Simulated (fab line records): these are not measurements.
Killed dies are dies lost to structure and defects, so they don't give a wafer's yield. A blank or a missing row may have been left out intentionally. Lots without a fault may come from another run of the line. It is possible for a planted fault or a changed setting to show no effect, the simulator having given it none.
Problem report, 8D (eight disciplines) form, completed by code ; flow gf180mcu ; the parts of the form that need people (team, actions taken, sign-off) are left out

1. PROBLEM STATEMENT
Wafers free of any fault read 575 (standard deviation 3.1) for HV_LDD_4_TW at GF_HV_LDD_TW_MEAS_50, against a mean of 973 on 6 wafers of 2 lots. So: +99 or more standard deviations from the usual mean.
First seen on wafer L887.2, day 19 22:43, on film_metro-04. The record holds 39 wafers of 13 lots with a number at this step. Rule for "out", or "out of limits": more than 4 standard deviations from the usual mean. All remaining wafers that have a number are taken as sound.

2. WHAT IT IS AND WHAT IT IS NOT
question;is;is not
which readings at this step;HV_LDD_4_TW;-
which lots;L887, L888;L865, L866, L868, L869, L870, L871, L872, L873, L875, L877, L878
which wafers of those lots;all that have a number;-
read on which gauges;film_metro-03, film_metro-04;film_metro-02
when;from day 19 22:43;up to then (33 sound wafers)

3. WHAT RULES OUT EACH SUSPECT
Counting: a tool stays on the suspect list if, at a process step up to the reading, it processed all lots that are out and no sound lot following the first of them.
- ruled out: the gauge at GF_HV_LDD_TW_MEAS_50. The wafers that are out were read on 2 gauges (film_metro-03, film_metro-04).
- implanter-01 at GF_HV_LDD_IMPLANT_48: kept. It processed each lot that is out, first L887 at day 19 22:29, and no sound lot thereafter; up to then, the last sound lot it processed was L873 at day 15 02:39. Its own beam_on_s, dose_ions_cm2, faraday_current_uA readings are out on those wafers.
After counting, what remains is implanter-01 at GF_HV_LDD_IMPLANT_48.

4. THE CAUSE (what the simulator had put in)
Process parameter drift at GF_HV_LDD_IMPLANT_48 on implanter-01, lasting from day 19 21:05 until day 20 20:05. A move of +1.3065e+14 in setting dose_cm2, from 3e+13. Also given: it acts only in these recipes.
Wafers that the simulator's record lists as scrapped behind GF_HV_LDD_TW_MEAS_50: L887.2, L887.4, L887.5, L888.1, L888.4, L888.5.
Counting left only this tool.

5. SEQUENCE OF EFFECTS, ordered by route
Each row: a reading where the mean over the struck wafers with a number is more than 3 standard deviations away from the usual. Readings are gone through only where the record gives a usual standard deviation; hours: the median, over the lots, of the time from a lot's start at the first step in this table giving one to that lot's start at this step; sigmas: the change measured in usual standard deviations.
hours;step;reading;usual;on struck wafers;change;sigmas
0;GF_HV_LDD_IMPLANT_48;beam_on_s;10.00 s;12.09;+2.09;+10
0;GF_HV_LDD_IMPLANT_48;dose_ions_cm2;3e+13;2e+14;+1e+14;+99 or more
0;GF_HV_LDD_IMPLANT_48;faraday_current_uA;169;747;+578;+99 or more
0;GF_HV_LDD_TW_MEAS_50;HV_LDD_4_TW;575;973;+398;+99 or more
Process steps it contains:
- GF_HV_LDD_IMPLANT_48

6. WHAT WOULD HAVE CAUGHT IT SOONER
The first out-of-limits reading at a measuring or inspecting step in this record came at day 19 22:43, 2 hours after the fault's start at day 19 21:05.
The tool's own readings at GF_HV_LDD_IMPLANT_48 were out on every struck wafer that the step has a row for (beam_on_s, dose_ions_cm2, faraday_current_uA): an alarm limit on them would have fired on the first of those.
Among the 2 lots that are out, L888 began GF_HV_LDD_IMPLANT_48 on implanter-01 after day 19 22:43. It would have been spared by a hold on the tool at that moment.
